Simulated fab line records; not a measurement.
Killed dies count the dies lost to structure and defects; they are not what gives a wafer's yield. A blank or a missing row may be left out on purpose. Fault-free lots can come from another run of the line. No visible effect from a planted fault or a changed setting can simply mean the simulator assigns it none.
Problem report, 8D (eight disciplines) form, completed by code + flow sky130 + the parts of the form that need people (team, actions taken, sign-off) are left out

1. THE ISSUE
Mean VIA1_HDPCVD_THK at SKY_VIA1_THK_MEAS_01: 508 nm over 4 wafers in 2 lots; fault-free wafers: 1027 nm, standard deviation 11. That puts it -47 standard deviations away from the usual mean.
Earliest sighting: wafer L378.3 on film-metro-04 at day 39 01:46. The record has a number at this step for 36 wafers belonging to 12 lots. By rule, "out" or "out of limits" means more than 4 standard deviations away from the usual mean. The other wafers with a number count as sound.

2. WHAT IT IS, AND WHAT IT ISN'T
| question                    | is                             | is not                                                             |
|-----------------------------|--------------------------------|--------------------------------------------------------------------|
| which readings at this step | VIA1_HDPCVD_THK                | -                                                                  |
| which lots                  | L378, L381                     | L361, L362, L364, L366, L367, L369, L371, L374, L376, L379         |
| which wafers of those lots  | L378.3, L378.5, L381.2, L381.4 | L378.2, L381.1                                                     |
| read on which gauges        | film-metro-03, film-metro-04   | film-metro-02                                                      |
| when                        | from day 39 01:46              | up to then (31 sound wafers); but 1 sound wafer of L381 came after |

3. SUSPECTS, AND WHAT RULES EACH OUT
Counting: any tool at a process step up to the reading remains a suspect provided it ran every lot that is out. Sound lots after the first of them don't rule it out here, since some wafers of a struck lot are sound.
- the gauge at SKY_VIA1_THK_MEAS_01: ruled out. 2 gauges (film-metro-03, film-metro-04) read the wafers that are out.
- hdpcvd-01 at SKY_VIA1_HDPCVD_00 (deposits SiO2, target thk 1030 nm, time 171.7 s): kept. It processed each lot that is out (first: L378, day 39 01:38); up to then, its last sound lot is L376 (day 38 11:32). Its own sih4-flow-sccm readings are out on those wafers.
- Within hdpcvd-01 at SKY_VIA1_HDPCVD_00: the wafers that are out ran in chamber 0; their sound lot-mates ran in chambers 1, 2.
Remaining after the count: hdpcvd-01 at SKY_VIA1_HDPCVD_00.

4. THE CAUSE (what the simulator had put in)
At SKY_VIA1_HDPCVD_00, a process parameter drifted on hdpcvd-01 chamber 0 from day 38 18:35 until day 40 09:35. Setting sih4-flow-sccm, moved by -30, from 60. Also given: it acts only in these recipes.
Counting left only this tool.

5. THE CHAIN OF EFFECTS, in route order
Each row: a reading whose mean over the struck wafers that have a number lies more than 3 standard deviations from the usual. Readings are gone through only where the record gives a usual standard deviation; hours: the median, over the lots, of the time from a lot's start at the first step in this table giving one to that lot's start at this step; sigmas: the change measured in usual standard deviations.
| hours | step                 | reading         | usual      | on struck wafers | change | sigmas      |
|-------|----------------------|-----------------|------------|------------------|--------|-------------|
| 0     | SKY_VIA1_HDPCVD_00   | sih4-flow-sccm  | 59.95 sccm | 29.98            | -29.98 | -99 or more |
| 0     | SKY_VIA1_THK_MEAS_01 | VIA1_HDPCVD_THK | 1027 nm    | 508              | -519   | -47         |
Process steps it contains:
- SKY_VIA1_HDPCVD_00: deposits SiO2, target thk 1030 nm, time 171.7 s.

6. HOW IT WOULD HAVE BEEN CAUGHT EARLIER
The first out-of-limits reading at a measuring or inspecting step in this record came at day 39 01:46, 7 hours after the fault's start at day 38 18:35.
At SKY_VIA1_HDPCVD_00, the tool's own readings (sih4-flow-sccm) were out on each struck wafer the step has a row for, so an alarm limit on them would have fired on the first such wafer.
Of the lots that are out (2), L381 began SKY_VIA1_HDPCVD_00 on hdpcvd-01 after day 39 01:46. Putting the tool on hold at that point would have spared it.
